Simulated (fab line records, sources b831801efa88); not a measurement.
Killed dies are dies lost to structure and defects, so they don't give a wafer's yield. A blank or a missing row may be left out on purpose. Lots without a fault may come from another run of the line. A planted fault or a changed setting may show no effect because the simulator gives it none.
fab line records | flow sky130
record lots=5 wafers=15 last_day=49
route steps=708 shown SONOS_ONO@172 GATE_OXIDE@187 POLY_GATE@204 RES_PROTECT@206
lots that met no fault: from a run of the same line without faults
start_h: hours from the record's first day to the start of the lot's first wafer shown | wait_h: hours since the lot's step before | " the same as in the row above | L1.1+2: a row that stands for several wafers | - no value, or no start given | * or withheld: withheld | < > ~ a bound
route shown NAME@n: a module of which the file shows steps, and the number in the route of the first | usual: mean/standard deviation of fault-free wafers | same: alike in all rows | chamber/n: place in a boat | sites: the reading at each site | _std_site: their standard deviation | _edge_site: outer sites' mean less inner sites' | radius_mm: how far each site lies from the wafer's centre | mask NAME#n: copy n | behind: the tool/chamber that last shaped the wafer | hold: why the lot was held/for how many hours/how that ended | device: the transistor (n, p or np) that didn't switch | end of line: the same wafers' tests at the end of the route | a step without rows: its recipe alone | killed: dies lost to structure and defects at the first sort, not the wafer's yield | map: a wafer's dies, x killed, . not, _ none there
set.NAME: the setting as run; set.NAME@STEP: as run at that earlier step | model.NAME: the simulator's own value behind a step, which no gauge read
lots at some steps of the route; a table a step, a row a wafer
services: from which hour (start_h, from the record's first day; less than 0 if before it) a tool's chamber was out of use, for how many hours, and why
## steps
# step SKY_SONOS_ONO_CVD_04
# recipe material=SiO2 precursor=SiH4/N2O target_thk_nm=5.7199 temp_c=900 pressure_mtorr=400
# usual spike_tc_centre_C=899.6/0.98 zone_power_bottom_pct=25.9/1.1
# columns lot.wafer tool chamber start_h wait_h spike_tc_centre_C zone_power_bottom_pct
L081.2 lpcvd-03 0 304.59 0.0 901.0 27.4
L081.3 " 0 " " 899.3 26.6
L081.6 " 0 " " 899.4 26.6
L090.1 lpcvd-03 0 383.93 0.1 901.0 26.9
L090.4 " 0 " " 899.8 26.3
L090.6 " 0 " " 899.9 26.4
L092.3 lpcvd-03 1 392.40 0.0 899.2 24.4
L092.5 " 1 " " 900.1 24.5
L092.6 " 1 " " 899.0 24.5
L093.2 lpcvd-03 1 400.63 0.0 898.6 24.6
L093.3 " 1 " " 899.8 24.7
L093.4 " 1 " " 900.4 24.9
L094.2 lpcvd-03 0 406.85 0.0 900.2 26.7
L094.4 " 0 " " 898.7 27.2
L094.6 " 0 " " 898.4 26.2
# step SKY_SONOS_ONO_THK_MEAS_05
# recipe reads=SiO2_of_SONOS_ONO_CVD_04
# usual SONOS_ONO_CVD_04_THK=5.75/0.12
# columns lot.wafer tool chamber start_h wait_h SONOS_ONO_CVD_04_THK[nm]
L081.2 film_metro-02 - 305.85 0.0 5.76
L081.3 " - " " 5.64
L081.6 " - " " 5.83
L090.1 film_metro-02 - 385.18 0.0 5.85
L090.4 " - " " 5.81
L090.6 " - " " 5.71
L092.3 film_metro-03 - 393.67 0.0 5.66
L092.5 " - " " 5.49
L092.6 " - " " 5.51
L093.2 film_metro-03 - 401.89 0.0 5.77
L093.3 " - " " 5.75
L093.4 " - " " 5.80
L094.2 film_metro-03 - 408.11 0.0 5.82
L094.4 " - " " 5.72
L094.6 " - " " 5.84
# step SKY_SONOS_ONO_DEHYDRATE_06
# recipe temp_c=200 time_s=60
# usual heater_power_total_W=160.36/0.12
# columns lot.wafer tool chamber start_h wait_h heater_power_total_W
L081.2 litho_track-02 0 318.09 12.2 160.42
L081.3 " 0 " " 160.36
L081.6 " 0 " " 160.57
L090.1 litho_track-01 0 398.43 13.2 160.26
L090.4 " 0 " " 160.32
L090.6 " 0 " " 160.23
L092.3 litho_track-01 0 406.28 12.6 160.30
L092.5 " 0 " " 160.20
L092.6 " 0 " " 160.58
L093.2 litho_track-04 0 414.95 13.0 160.36
L093.3 " 0 " " 160.43
L093.4 " 0 " " 160.50
L094.2 litho_track-02 0 422.39 14.3 160.32
L094.4 " 0 " " 160.24
L094.6 " 0 " " 160.15
# step SKY_SONOS_ONO_HMDS_07
# recipe prime_time_s=60 prime_temp_c=120
# same prime_time_s=60
# columns lot.wafer tool chamber start_h wait_h
L081.2+3+6 litho_track-02 0 318.24 0.1
L090.1+4+6 litho_track-01 0 398.58 0.1
L092.3+5+6 litho_track-01 0 406.43 0.1
L093.2+3+4 litho_track-04 0 415.10 0.1
L094.2+4+6 litho_track-02 0 422.54 0.1
# step SKY_SONOS_ONO_COAT_08
# recipe resist=NOVOLAK spin_rpm=3000 resist_thk_nm=1140
# columns lot.wafer tool chamber start_h wait_h
L081.2+3+6 litho_track-02 0 318.39 0.1
L090.1+4+6 litho_track-01 0 398.73 0.1
L092.3+5+6 litho_track-01 0 406.58 0.1
L093.2+3+4 litho_track-04 0 415.25 0.1
L094.2+4+6 litho_track-02 0 422.69 0.1
# step SKY_SONOS_ONO_SOFTBAKE_09
# recipe temp_c=90 time_s=60 resist=NOVOLAK
# usual heater_power_total_W=56.59/0.05
# columns lot.wafer tool chamber start_h wait_h heater_power_total_W
L081.2 litho_track-02 0 318.54 0.1 56.62
L081.3 " 0 " " 56.58
L081.6 " 0 " " 56.58
L090.1 litho_track-01 0 398.88 0.1 56.59
L090.4 " 0 " " 56.60
L090.6 " 0 " " 56.67
L092.3 litho_track-01 0 406.73 0.1 56.68
L092.5 " 0 " " 56.62
L092.6 " 0 " " 56.55
L093.2 litho_track-04 0 415.40 0.1 56.52
L093.3 " 0 " " 56.63
L093.4 " 0 " " 56.64
L094.2 litho_track-02 0 422.84 0.1 56.55
L094.4 " 0 " " 56.61
L094.6 " 0 " " 56.61
# step SKY_SONOS_ONO_EXPOSE_10
# recipe mask_id=ONOM target_cd_nm=410 na=0.6 source_shape=conventional sigma_outer=0.6 dose_mj=150
# columns lot.wafer tool chamber start_h wait_h mask
L081.2+3+6 iline_stepper-02 0 - - ONOM#0
L090.1+4+6 iline_stepper-02 0 - - ONOM#0
L092.3+5+6 iline_stepper-02 0 - - ONOM#0
L093.2+3+4 iline_stepper-02 0 - - ONOM#0
L094.2+4+6 iline_stepper-01 0 - - ONOM#0
# step SKY_SONOS_ONO_PEB_11
# recipe temp_c=withheld time_s=* resist=NOVOLAK
# columns lot.wafer tool chamber start_h wait_h
L081.2+3+6 litho_track-02 0 - -
L090.1+4+6 litho_track-04 0 - -
L092.3+5+6 litho_track-01 0 - -
L093.2+3+4 litho_track-01 0 - -
L094.2+4+6 litho_track-02 0 - -
# step SKY_SONOS_ONO_DEVELOP_12
# recipe develop_time_s=60 dev_temp_c=23
# columns lot.wafer tool chamber start_h wait_h
L081.2+3+6 litho_track-02 0 332.19 0.1
L090.1+4+6 litho_track-04 0 411.92 0.1
L092.3+5+6 litho_track-01 0 421.08 0.1
L093.2+3+4 litho_track-01 0 428.20 0.1
L094.2+4+6 litho_track-02 0 436.84 0.1
# step SKY_SONOS_ONO_CD_MEAS_13
# recipe target_cd_nm=410
# usual cd_nm=409.9/2.3
# columns lot.wafer tool chamber start_h wait_h cd_nm
L081.2 cd_sem-02 - 332.33 0.1 409.6
L081.3 " - " " 411.1
L081.6 " - " " 411.7
L090.1 cd_sem-02 - 412.07 0.1 409.1
L090.4 " - " " 408.8
L090.6 " - " " 410.5
L092.3 cd_sem-01 - 421.22 0.1 409.4
L092.5 " - " " 411.1
L092.6 " - " " 410.6
L093.2 cd_sem-02 - 428.35 0.1 411.7
L093.3 " - " " 408.7
L093.4 " - " " 411.4
L094.2 cd_sem-02 - 437.06 0.2 411.0
L094.4 " - " " 410.0
L094.6 " - " " 410.2
# step SKY_SONOS_ONO_OVL_MEAS_14
# usual SONOS_ONO_OVL=0.6/1.4
# columns lot.wafer tool chamber start_h wait_h SONOS_ONO_OVL[nm]
L081.2 overlay-01 - 332.44 0.1 2.6
L081.3 " - " " 1.8
L081.6 " - " " 2.6
L090.1 overlay-02 - 412.19 0.1 1.4
L090.4 " - " " 1.1
L090.6 " - " " 3.8
L092.3 overlay-01 - 421.31 0.1 2.2
L092.5 " - " " 1.3
L092.6 " - " " 0.3
L093.2 overlay-01 - 428.45 0.1 0.7
L093.3 " - " " -1.0
L093.4 " - " " -0.6
L094.2 overlay-02 - 437.17 0.1 2.1
L094.4 " - " " 0.7
L094.6 " - " " 2.3
# step SKY_SONOS_ONO_ETCH_15
# recipe target_depth_nm=19.52 chemistry=CHF3/O2 source_w=600 bias_w=200 pressure_mtorr=40 chf3_flow_sccm=50 O2_flow_sccm=5 time_s=7.8
# usual drypump_motor_current_A=5.7/0.51 oes_product_au=1.000/0.0093 throttle_valve_pct=8.824/0.0096
# columns lot.wafer tool chamber start_h wait_h drypump_motor_current_A oes_product_au rf_hours_counter_h throttle_valve_pct
L081.2 rie_diel-03 3 332.47 0.0 5.5 0.999 28 8.827
L081.3 " 0 " " 5.4 0.997 9 8.825
L081.6 " 0 " " 5.4 1.002 - 8.816
L090.1 rie_diel-03 2 412.23 0.0 5.5 1.000 42 8.828
L090.4 " 3 " " 5.5 0.989 31 8.836
L090.6 " 0 " " 5.4 0.993 - 8.833
L092.3 rie_diel-01 0 421.33 0.0 4.8 1.021 102 8.821
L092.5 " 2 " " 6.5 0.999 - 8.819
L092.6 " 3 " " 5.9 0.994 - 8.819
L093.2 rie_diel-01 0 428.48 0.0 4.8 1.012 103 8.807
L093.3 " 3 " " 5.8 0.992 2 8.823
L093.4 " 1 " " 5.6 1.004 14 8.820
L094.2 rie_diel-02 3 437.20 0.0 5.9 0.990 11 8.808
L094.4 " 1 " " 6.2 0.985 47 8.825
L094.6 " 1 " " 6.2 0.992 - 8.833
# step SKY_SONOS_ONO_WET_ETCH_16
# recipe chemistry=dHF target_depth_nm=14 dry=n2_spin target=SiO2 dilution=100:1 temp_c=25 time_s=280
# columns lot.wafer tool chamber start_h wait_h
L081.2+3+6 wet_bench-02 2 332.49 0.0
L090.1+4+6 wet_bench-02 3 412.25 0.0
L092.3+5+6 wet_bench-03 1 421.35 0.0
L093.2+3+4 wet_bench-02 3 428.50 0.0
L094.2+4+6 wet_bench-02 0 437.22 0.0
# step SKY_SONOS_ONO_STRIP_17
# recipe chemistry=O2/N2 power_w=1400 pressure_mtorr=1500 platen_temp_c=withheld o2_flow_sccm=3000 n2_flow_sccm=300 overash_fraction=0.5
# usual drypump_motor_current_A=5.8/0.34 oes_product_au=0.710/0.0047 strip_time_to_endpoint_s=14.09/0.035
# columns lot.wafer tool chamber start_h wait_h drypump_motor_current_A oes_product_au rf_hours_counter_h strip_time_to_endpoint_s
L081.2 plasma_asher-01 1 332.58 0.0 6.0 0.714 65 14.16
L081.3 " 1 " " 6.0 0.711 - 14.14
L081.6 " 0 " " 5.6 0.708 - 14.15
L090.1 plasma_asher-01 0 412.33 0.0 5.5 0.715 74 14.08
L090.4 " 1 " " 6.0 0.710 - 14.12
L090.6 " 0 " " 5.5 0.708 - 14.07
L092.3 plasma_asher-01 1 421.47 0.0 6.0 0.706 - 14.14
L092.5 " 0 " " 5.5 0.713 - 14.13
L092.6 " 1 " " 6.1 0.712 - 14.11
L093.2 plasma_asher-04 0 428.63 0.0 5.3 0.706 63 14.10
L093.3 " 1 " " 5.8 0.710 - 14.14
L093.4 " 0 " " 5.3 0.712 - 14.06
L094.2 plasma_asher-02 0 437.31 0.0 6.2 0.707 1 14.08
L094.4 " 0 " " 6.3 0.711 - 14.05
L094.6 " 0 " " 6.2 0.721 - 14.07
# step SKY_SONOS_ONO_WET_ETCH_18
# recipe chemistry=H3PO4 target_depth_nm=15 target=Si3N4 temp_c=160 time_s=172
# columns lot.wafer tool chamber start_h wait_h
L081.2+3+6 wet_bench-03 2 332.68 0.1
L090.1+4+6 wet_bench-03 2 412.43 0.1
L092.3+5+6 wet_bench-02 2 421.54 0.0
L093.2+3+4 wet_bench-02 0 428.73 0.1
L094.2+4+6 wet_bench-04 3 437.41 0.1
# step SKY_GATE_OXIDE_CLEAN_00
# recipe chemistry=SC1/SC2 mix=1:4:20 temp_c=70 time_s=150 dry=n2_spin
# columns lot.wafer tool chamber start_h wait_h
L081.2+3+6 wet_bench-04 2 332.74 0.0
L090.1+4+6 wet_bench-04 3 412.55 0.0
L092.3+5+6 wet_bench-04 1 421.60 0.0
L093.2+3+4 wet_bench-04 0 428.78 0.0
L094.2+4+6 wet_bench-04 2 437.47 0.0
# step SKY_GATE_OXIDE_OXIDATION_01
# recipe temp_c=900 ambient=O2 stabilise_s=600 purge_s=300 target_thk_a=102.68 ox_time_s=1473
# usual spike_tc_centre_C=900.6/1 tube_center_temp_C_max=902.3/0.36 zone_power_bottom_pct=25.9/0.72
# same ox_time_s=1473 stabilise_s=600
# columns lot.wafer tool chamber start_h wait_h spike_tc_centre_C tube_center_temp_C_max zone_power_bottom_pct
L081.2 furnace-01 0 334.37 1.6 903.2 901.8 26.7
L081.3 " 0 " " 900.2 901.6 26.7
L081.6 " 0 " " 900.1 901.7 26.2
L090.1 furnace-02 0 419.59 7.0 900.2 902.0 25.0
L090.4 " 0 " " 902.9 902.8 25.0
L090.6 " 0 " " 899.8 902.1 25.2
L092.3 furnace-02 0 426.76 5.1 898.8 902.0 24.4
L092.5 " 0 " " 899.0 902.3 25.2
L092.6 " 0 " " 900.7 902.3 25.1
L093.2 furnace-01 0 431.74 2.9 901.4 903.6 26.1
L093.3 " 0 " " 902.0 902.4 26.5
L093.4 " 0 " " 899.5 901.9 26.2
L094.2 furnace-01 0 437.52 0.0 900.9 902.4 26.5
L094.4 " 0 " " 899.9 902.4 26.5
L094.6 " 0 " " 899.6 902.2 26.3
# step SKY_GATE_OXIDE_THK_MEAS_02
# recipe reads=SiO2_of_GATE_OXIDE_OXIDATION_01
# usual GATE_OXIDE_OXIDATION_00_THK=10.37/0.2
# columns lot.wafer tool chamber start_h wait_h GATE_OXIDE_OXIDATION_00_THK[nm]
L081.2 film_metro-04 - 335.79 0.0 10.60
L081.3 " - " " 10.57
L081.6 " - " " 10.50
L090.1 film_metro-02 - 421.00 0.0 10.12
L090.4 " - " " 10.27
L090.6 " - " " 10.20
L092.3 film_metro-03 - 428.18 0.0 10.10
L092.5 " - " " 10.15
L092.6 " - " " 10.25
L093.2 film_metro-03 - 433.16 0.0 10.26
L093.3 " - " " 10.30
L093.4 " - " " 10.43
L094.2 film_metro-03 - 438.94 0.0 10.41
L094.4 " - " " 10.54
L094.6 " - " " 10.50
# step SKY_GATE_OXIDE_DEHYDRATE_03
# recipe temp_c=200 time_s=60
# usual heater_power_total_W=160.38/0.12
# columns lot.wafer tool chamber start_h wait_h heater_power_total_W
L081.2 litho_track-01 0 348.25 12.5 160.43
L081.3 " 0 " " 160.33
L081.6 " 0 " " 160.30
L090.1 litho_track-01 0 434.03 13.0 160.39
L090.4 " 0 " " 160.38
L090.6 " 0 " " 160.29
L092.3 litho_track-01 0 442.33 14.1 160.41
L092.5 " 0 " " 160.28
L092.6 " 0 " " 160.31
L093.2 litho_track-03 0 448.11 14.9 160.36
L093.3 " 0 " " 160.35
L093.4 " 0 " " 160.23
L094.2 litho_track-01 0 454.15 15.2 160.39
L094.4 " 0 " " 160.45
L094.6 " 0 " " 160.29
# step SKY_GATE_OXIDE_HMDS_04
# recipe prime_time_s=60 prime_temp_c=120
# same prime_time_s=60
# columns lot.wafer tool chamber start_h wait_h
L081.2+3+6 litho_track-01 0 348.40 0.1
L090.1+4+6 litho_track-01 0 434.18 0.1
L092.3+5+6 litho_track-01 0 442.48 0.1
L093.2+3+4 litho_track-03 0 448.26 0.1
L094.2+4+6 litho_track-01 0 454.30 0.1
# step SKY_GATE_OXIDE_COAT_05
# recipe resist=NOVOLAK spin_rpm=3000 resist_thk_nm=1140
# columns lot.wafer tool chamber start_h wait_h
L081.2+3+6 litho_track-01 0 348.55 0.1
L090.1+4+6 litho_track-01 0 434.33 0.1
L092.3+5+6 litho_track-01 0 442.63 0.1
L093.2+3+4 litho_track-03 0 448.41 0.1
L094.2+4+6 litho_track-01 0 454.45 0.1
# step SKY_GATE_OXIDE_SOFTBAKE_06
# recipe temp_c=90 time_s=60 resist=NOVOLAK
# usual heater_power_total_W=56.59/0.048
# columns lot.wafer tool chamber start_h wait_h heater_power_total_W
L081.2 litho_track-01 0 348.70 0.1 56.61
L081.3 " 0 " " 56.51
L081.6 " 0 " " 56.55
L090.1 litho_track-01 0 434.48 0.1 56.55
L090.4 " 0 " " 56.57
L090.6 " 0 " " 56.65
L092.3 litho_track-01 0 442.78 0.1 56.63
L092.5 " 0 " " 56.62
L092.6 " 0 " " 56.64
L093.2 litho_track-03 0 448.56 0.1 56.60
L093.3 " 0 " " 56.63
L093.4 " 0 " " 56.60
L094.2 litho_track-01 0 454.60 0.1 56.58
L094.4 " 0 " " 56.62
L094.6 " 0 " " 56.58
# step SKY_GATE_OXIDE_EXPOSE_07
# recipe mask_id=LVOM na=0.6 source_shape=conventional sigma_outer=0.6 polarization=unpolarized target_cd_nm=600 dose_mj=170
# columns lot.wafer tool chamber start_h wait_h mask
L081.2+3+6 iline_stepper-01 0 - - LVOM#0
L090.1+4+6 iline_stepper-01 0 - - LVOM#0
L092.3+5+6 iline_stepper-02 0 - - LVOM#0
L093.2+3+4 iline_stepper-01 0 - - LVOM#0
L094.2+4+6 iline_stepper-02 0 - - LVOM#0
# step SKY_GATE_OXIDE_PEB_08
# recipe temp_c=withheld time_s=* resist=NOVOLAK
# columns lot.wafer tool chamber start_h wait_h
L081.2+3+6 litho_track-03 0 - -
L090.1+4+6 litho_track-04 0 - -
L092.3+5+6 litho_track-03 0 - -
L093.2+3+4 litho_track-04 0 - -
L094.2+4+6 litho_track-01 0 - -
# step SKY_GATE_OXIDE_DEVELOP_09
# recipe resist=NOVOLAK developer=TMAH develop_time_s=60 dev_temp_c=23
# columns lot.wafer tool chamber start_h wait_h
L081.2+3+6 litho_track-03 0 362.46 0.1
L090.1+4+6 litho_track-04 0 450.62 0.1
L092.3+5+6 litho_track-03 0 457.64 0.1
L093.2+3+4 litho_track-04 0 463.10 0.1
L094.2+4+6 litho_track-01 0 468.85 0.1
# step SKY_GATE_OXIDE_OVL_MEAS_10
# usual GATE_OXIDE_OVL=0.6/1.1
# columns lot.wafer tool chamber start_h wait_h GATE_OXIDE_OVL[nm]
L081.2 overlay-01 - 362.59 0.1 2.0
L081.3 " - " " -0.3
L081.6 " - " " 0.9
L090.1 overlay-01 - 450.77 0.1 1.7
L090.4 " - " " 1.6
L090.6 " - " " 1.6
L092.3 overlay-01 - 457.75 0.1 -0.9
L092.5 " - " " -0.8
L092.6 " - " " -0.7
L093.2 overlay-02 - 463.23 0.1 1.0
L093.3 " - " " 1.2
L093.4 " - " " 1.0
L094.2 overlay-02 - 468.98 0.1 3.1
L094.4 " - " " 0.1
L094.6 " - " " 1.5
# step SKY_GATE_OXIDE_IMPLANT_11
# recipe species=B energy_kev=10 dose_cm2=2.6e+12 tilt_deg=withheld
# columns lot.wafer tool chamber start_h wait_h
L081.2+3+6 implanter-03 0 362.65 0.0
L090.1+4+6 implanter-01 0 450.81 0.0
L092.3+5+6 implanter-02 0 457.82 0.1
L093.2+3+4 implanter-02 0 463.28 0.0
L094.2+4+6 implanter-03 0 469.04 0.0
# step SKY_GATE_OXIDE_WET_ETCH_12
# recipe chemistry=dHF target_depth_nm=16.8 dry=n2_spin target=SiO2 dilution=100:1 temp_c=25 time_s=336
# columns lot.wafer tool chamber start_h wait_h
L081.2+3+6 wet_bench-04 2 362.77 0.1
L090.1+4+6 wet_bench-03 2 450.96 0.1
L092.3+5+6 wet_bench-02 0 457.92 0.1
L093.2+3+4 wet_bench-04 1 463.41 0.1
L094.2+4+6 wet_bench-02 3 469.16 0.1
# step SKY_GATE_OXIDE_STRIP_13
# recipe chemistry=O2/N2 power_w=1400 pressure_mtorr=1500 platen_temp_c=withheld o2_flow_sccm=3000 n2_flow_sccm=300 overash_fraction=0.5
# usual drypump_motor_current_A=5.9/0.41 oes_product_au=0.716/0.0044 strip_time_to_endpoint_s=14.16/0.034
# columns lot.wafer tool chamber start_h wait_h drypump_motor_current_A oes_product_au rf_hours_counter_h strip_time_to_endpoint_s
L081.2 plasma_asher-01 1 362.87 0.0 6.0 0.712 68 14.19
L081.3 " 1 " " 6.0 0.720 - 14.11
L081.6 " 1 " " 6.0 0.713 - 14.16
L090.1 plasma_asher-02 0 451.06 0.0 6.2 0.717 2 14.17
L090.4 " 1 " " 5.4 0.719 - 14.19
L090.6 " 1 " " 5.4 0.709 - 14.18
L092.3 plasma_asher-03 1 458.06 0.0 6.6 0.718 - 14.22
L092.5 " 1 " " 6.6 0.718 - 14.17
L092.6 " 0 " " 5.4 0.716 - 14.19
L093.2 plasma_asher-01 0 463.51 0.0 5.6 0.722 79 14.16
L093.3 " 0 " " 5.5 0.723 - 14.13
L093.4 " 1 " " 6.0 0.725 - 14.12
L094.2 plasma_asher-01 0 469.26 0.0 5.5 0.713 80 14.23
L094.4 " 0 " " 5.6 0.710 - 14.25
L094.6 " 0 " " 5.6 0.715 - 14.20
# step SKY_GATE_OXIDE_TW_MEAS_14
# usual GATE_OXIDE_TW=225.8/1.9
# columns lot.wafer tool chamber start_h wait_h GATE_OXIDE_TW
L081.2 film_metro-03 - 362.98 0.1 227.6
L081.3 " - " " 226.8
L081.6 " - " " 225.8
L090.1 film_metro-04 - 451.16 0.1 227.2
L090.4 " - " " 228.7
L090.6 " - " " 228.7
L092.3 film_metro-02 - 458.14 0.1 224.6
L092.5 " - " " 224.0
L092.6 " - " " 224.4
L093.2 film_metro-02 - 463.62 0.1 223.6
L093.3 " - " " 224.5
L093.4 " - " " 224.4
L094.2 film_metro-03 - 469.37 0.1 225.1
L094.4 " - " " 226.8
L094.6 " - " " 225.1
# step SKY_GATE_OXIDE_CLEAN_15
# recipe chemistry=SC1/SC2 mix=1:4:20 temp_c=70 time_s=150 dry=n2_spin
# columns lot.wafer tool chamber start_h wait_h
L081.2+3+6 wet_bench-03 3 363.03 0.0
L090.1+4+6 wet_bench-02 3 451.22 0.1
L092.3+5+6 wet_bench-04 3 458.18 0.0
L093.2+3+4 wet_bench-02 0 463.67 0.0
L094.2+4+6 wet_bench-04 1 469.42 0.0
# step SKY_GATE_OXIDE_OXIDATION_16
# recipe temp_c=800 ambient=O2 idle_temp_c=700 ramp_up_c_per_min=10 ramp_down_c_per_min=3 stabilise_s=600 purge_s=300 target_thk_a=35.7 ox_time_s=1915
# usual spike_tc_centre_C=800.5/0.95 tube_center_temp_C_max=802.1/0.31 zone_power_bottom_pct=20.2/0.57
# same ox_time_s=1915 stabilise_s=600
# columns lot.wafer tool chamber start_h wait_h spike_tc_centre_C tube_center_temp_C_max zone_power_bottom_pct
L081.2 furnace-01 0 369.84 6.8 800.8 802.3 20.5
L081.3 " 0 " " 801.4 802.0 20.5
L081.6 " 0 " " 801.9 802.0 20.7
L090.1 furnace-02 0 452.13 0.9 800.0 802.3 19.8
L090.4 " 0 " " 800.9 802.3 19.4
L090.6 " 0 " " 799.7 801.9 19.3
L092.3 furnace-02 0 458.33 0.1 800.2 801.9 19.1
L092.5 " 0 " " 801.7 802.0 19.3
L092.6 " 0 " " 799.7 802.5 19.5
L093.2 furnace-01 0 463.72 0.0 800.2 802.5 20.4
L093.3 " 0 " " 797.1 801.7 20.7
L093.4 " 0 " " 801.0 802.0 20.6
L094.2 furnace-01 0 470.43 1.0 800.8 802.5 20.4
L094.4 " 0 " " 800.3 802.2 20.8
L094.6 " 0 " " 800.7 802.5 20.4
# step SKY_POLY_GATE_CVD_00
# recipe material=poly-Si target_thk_nm=180 temp_c=620 time_s=720 pressure_mtorr=200
# usual spike_tc_centre_C=620.1/1.5 zone_power_bottom_pct=14.5/0.79
# columns lot.wafer tool chamber start_h wait_h spike_tc_centre_C zone_power_bottom_pct
L081.2 lpcvd-01 1 371.38 0.0 621.0 14.0
L081.3 " 1 " " 622.2 14.1
L081.6 " 1 " " 620.1 14.0
L090.1 lpcvd-01 0 453.66 0.0 618.7 15.5
L090.4 " 0 " " 618.6 15.6
L090.6 " 0 " " 620.3 15.6
L092.3 lpcvd-01 1 459.86 0.0 622.3 13.9
L092.5 " 1 " " 621.3 13.7
L092.6 " 1 " " 620.7 14.0
L093.2 lpcvd-01 1 465.25 0.0 621.3 13.9
L093.3 " 1 " " 622.6 14.0
L093.4 " 1 " " 620.5 13.7
L094.2 lpcvd-01 1 471.96 0.0 620.0 14.1
L094.4 " 1 " " 619.2 14.1
L094.6 " 1 " " 621.3 14.0
# step SKY_POLY_GATE_THK_MEAS_01
# recipe reads=poly-Si_of_POLY_GATE_CVD_00
# usual POLY_GATE_CVD_00_THK=180.1/1.8
# columns lot.wafer tool chamber start_h wait_h POLY_GATE_CVD_00_THK[nm]
L081.2 film_metro-04 - 372.59 0.0 180.7
L081.3 " - " " 180.0
L081.6 " - " " 181.4
L090.1 film_metro-01 - 454.86 0.0 180.4
L090.4 " - " " 180.9
L090.6 " - " " 179.7
L092.3 film_metro-04 - 461.08 0.0 179.4
L092.5 " - " " 180.4
L092.6 " - " " 180.0
L093.2 film_metro-04 - 466.46 0.0 181.7
L093.3 " - " " 180.8
L093.4 " - " " 182.0
L094.2 film_metro-01 - 473.17 0.0 178.2
L094.4 " - " " 177.2
L094.6 " - " " 178.6
# step SKY_RES_PROTECT_DEHYDRATE_00
# recipe temp_c=200 time_s=60
# usual heater_power_total_W=160.37/0.12
# columns lot.wafer tool chamber start_h wait_h heater_power_total_W
L081.2 litho_track-03 0 385.31 12.7 160.42
L081.3 " 0 " " 160.27
L081.6 " 0 " " 160.39
L090.1 litho_track-03 0 468.44 13.6 160.18
L090.4 " 0 " " 160.46
L090.6 " 0 " " 160.29
L092.3 litho_track-03 0 475.64 14.5 160.39
L092.5 " 0 " " 160.36
L092.6 " 0 " " 160.24
L093.2 litho_track-03 0 481.96 15.5 160.28
L093.3 " 0 " " 160.53
L093.4 " 0 " " 160.23
L094.2 litho_track-01 0 488.10 14.9 160.44
L094.4 " 0 " " 160.35
L094.6 " 0 " " 160.36
# step SKY_RES_PROTECT_HMDS_01
# recipe prime_time_s=60 prime_temp_c=120
# same prime_time_s=60
# columns lot.wafer tool chamber start_h wait_h
L081.2+3+6 litho_track-03 0 385.46 0.1
L090.1+4+6 litho_track-03 0 468.59 0.1
L092.3+5+6 litho_track-03 0 475.79 0.1
L093.2+3+4 litho_track-03 0 482.11 0.1
L094.2+4+6 litho_track-01 0 488.25 0.1
# step SKY_RES_PROTECT_COAT_02
# recipe resist=NOVOLAK spin_rpm=3000 resist_thk_nm=1140
# columns lot.wafer tool chamber start_h wait_h
L081.2+3+6 litho_track-03 0 385.61 0.1
L090.1+4+6 litho_track-03 0 468.74 0.1
L092.3+5+6 litho_track-03 0 475.94 0.1
L093.2+3+4 litho_track-03 0 482.26 0.1
L094.2+4+6 litho_track-01 0 488.40 0.1
# step SKY_RES_PROTECT_SOFTBAKE_03
# recipe temp_c=90 time_s=60 resist=NOVOLAK
# usual heater_power_total_W=56.59/0.045
# columns lot.wafer tool chamber start_h wait_h heater_power_total_W
L081.2 litho_track-03 0 385.76 0.1 56.60
L081.3 " 0 " " 56.62
L081.6 " 0 " " 56.61
L090.1 litho_track-03 0 468.89 0.1 56.61
L090.4 " 0 " " 56.65
L090.6 " 0 " " 56.61
L092.3 litho_track-03 0 476.09 0.1 56.61
L092.5 " 0 " " 56.61
L092.6 " 0 " " 56.60
L093.2 litho_track-03 0 482.41 0.1 56.58
L093.3 " 0 " " 56.58
L093.4 " 0 " " 56.60
L094.2 litho_track-01 0 488.55 0.1 56.59
L094.4 " 0 " " 56.66
L094.6 " 0 " " 56.56
# step SKY_RES_PROTECT_EXPOSE_04
# recipe mask_id=RPM na=0.6 source_shape=conventional sigma_outer=0.6 polarization=unpolarized target_cd_nm=1270 dose_mj=131
# columns lot.wafer tool chamber start_h wait_h mask
L081.2+3+6 iline_stepper-01 0 - - RPM#0
L090.1+4+6 iline_stepper-01 0 - - RPM#0
L092.3+5+6 iline_stepper-02 0 - - RPM#0
L093.2+3+4 iline_stepper-02 0 - - RPM#0
L094.2+4+6 iline_stepper-02 0 - - RPM#0
# step SKY_RES_PROTECT_PEB_05
# recipe temp_c=withheld time_s=* resist=NOVOLAK
# columns lot.wafer tool chamber start_h wait_h
L081.2+3+6 litho_track-03 0 - -
L090.1+4+6 litho_track-01 0 - -
L092.3+5+6 litho_track-02 0 - -
L093.2+3+4 litho_track-02 0 - -
L094.2+4+6 litho_track-01 0 - -
## services
# columns tool chamber start_h hours kind
wet_bench-03 - 288.99 1.5 repair
rie_diel-03 0 289.07 2.6 repair
furnace-01 - 303.16 3.0 pm
implanter-03 - 312.40 12.3 pm
implanter-03 - 324.66 4.5 pm
furnace-01 - 329.78 3.2 pm
iline_stepper-02 - 331.69 8.9 pm
implanter-02 - 337.54 4.0 pm
iline_stepper-02 - 340.58 1.7 pm
furnace-02 - 355.94 59.7 pm
implanter-03 - 368.28 1.3 repair
implanter-02 - 368.67 5.6 pm
rie_diel-03 - 380.21 1.0 repair
rie_diel-01 2 390.61 2.7 repair
furnace-02 - 415.66 3.9 pm
furnace-01 - 419.70 4.0 pm
lpcvd-03 - 436.51 6.1 pm
wet_bench-04 - 445.57 8.9 repair
iline_stepper-02 - 455.15 1.5 repair
iline_stepper-02 - 480.31 2.1 pm
iline_stepper-01 - 495.30 1.7 pm
furnace-01 - 496.79 4.2 pm
iline_stepper-01 - 496.97 4.4 pm
furnace-02 - 503.22 3.3 pm
## key
fault none
